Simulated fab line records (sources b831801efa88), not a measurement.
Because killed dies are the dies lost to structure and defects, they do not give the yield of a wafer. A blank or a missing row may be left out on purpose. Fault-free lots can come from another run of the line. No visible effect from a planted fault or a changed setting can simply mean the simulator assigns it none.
Chamber matching + flow sfq_line + 4 sister chambers for SFQ_TRILAYER_I4_CMP_CMP_100 on cmp-01
The step polishes SiO2. 16 wafers are shown with their chamber, then 8 later ones without.

== WAFERS, EACH WITH ITS CHAMBER ==
| wafer  | chamber | motor_current_A (A) | time_to_endpoint_s (s) | retaining_ring_pressure_frac |
|--------|---------|---------------------|------------------------|------------------------------|
| L808.3 | 1       | 8.9                 | 206                    | 0.996                        |
| L808.5 | 1       | 8.6                 | 203                    | 1.003                        |
| L808.6 | 2       | 9.6                 | 202                    | 0.996                        |
| L812.1 | 2       | 9.6                 | 202                    | 0.996                        |
| L812.5 | 0       | 9.3                 | 207                    | 0.995                        |
| L813.5 | 1       | 9.0                 | 199                    | 0.998                        |
| L813.6 | 2       | 9.6                 | 200                    | 1.006                        |
| L814.1 | 2       | 9.8                 | 197                    | 0.987                        |
| L814.6 | 3       | 10.4                | 226                    | 0.997                        |
| L821.2 | 3       | 11.6                | 220                    | 0.992                        |
| L821.1 | 1       | 8.1                 | 195                    | 0.999                        |
| L821.5 | 3       | 11.7                | 221                    | 0.997                        |
| L823.1 | 2       | 9.5                 | 209                    | 1.009                        |
| L823.5 | 0       | 9.6                 | 216                    | 1.002                        |
| L823.6 | 3       | 11.1                | 226                    | 0.998                        |
| L824.4 | 1       | 8.6                 | 215                    | 0.998                        |

SIGNATURES (means of the wafers above)
| reading                      | chamber 0 | chamber 1 | chamber 2 | chamber 3 | scatter within a chamber |
|------------------------------|-----------|-----------|-----------|-----------|--------------------------|
| motor_current_A              | 9.450     | 8.640     | 9.620     | 11.200    | 0.37                     |
| time_to_endpoint_s           | 211.50    | 203.60    | 202.00    | 223.25    | 5.63                     |
| retaining_ring_pressure_frac | 0.99850   | 0.99880   | 0.99880   | 0.99600   | 0.00566                  |
Rule: for each reading, subtract the chamber's mean from the wafer's reading, divide by that reading's scatter and square the result; add these up over the readings and take the root, which gives the wafer's distance from the chamber. The wafer belongs to the nearest chamber; if the next one is less than 2 further off, it can't be placed. The scatter: the root of (the sum of the squares of (reading less its chamber's mean) over the shown wafers, divided by (wafers less chambers)).

== WAFERS MISSING THEIR CHAMBER ==
| wafer  | motor_current_A (A) | time_to_endpoint_s (s) | retaining_ring_pressure_frac |
|--------|---------------------|------------------------|------------------------------|
| L824.1 | 9.6                 | 205                    | 1.003                        |
| L824.6 | 10.1                | 199                    | 1.008                        |
| L825.1 | 10.2                | 220                    | 1.000                        |
| L825.3 | 9.8                 | 209                    | 0.996                        |
| L825.5 | 9.4                 | 219                    | 1.003                        |
| L828.1 | 8.8                 | 204                    | 1.004                        |
| L828.3 | 9.5                 | 202                    | 0.996                        |
| L828.5 | 9.2                 | 197                    | 1.004                        |

== WHICH CHAMBER EACH ONE RAN IN ==
| wafer  | from the rows above          | in truth |
|--------|------------------------------|----------|
| L824.1 | can't be placed: 2 or 0 or 1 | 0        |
| L824.6 | can't be placed: 2 or 0      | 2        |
| L825.1 | can't be placed: 0 or 3 or 2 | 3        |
| L825.3 | can't be placed: 0 or 2      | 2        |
| L825.5 | can't be placed: 0 or 2 or 1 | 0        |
| L828.1 | can't be placed: 1 or 0 or 2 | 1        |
| L828.3 | can't be placed: 2 or 0 or 1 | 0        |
| L828.5 | can't be placed: 2 or 1 or 0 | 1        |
0 of 8 placed correctly. From these rows, 8 cannot be placed; in 8 the true chamber is one of the candidates. Wrongly placed: 0.
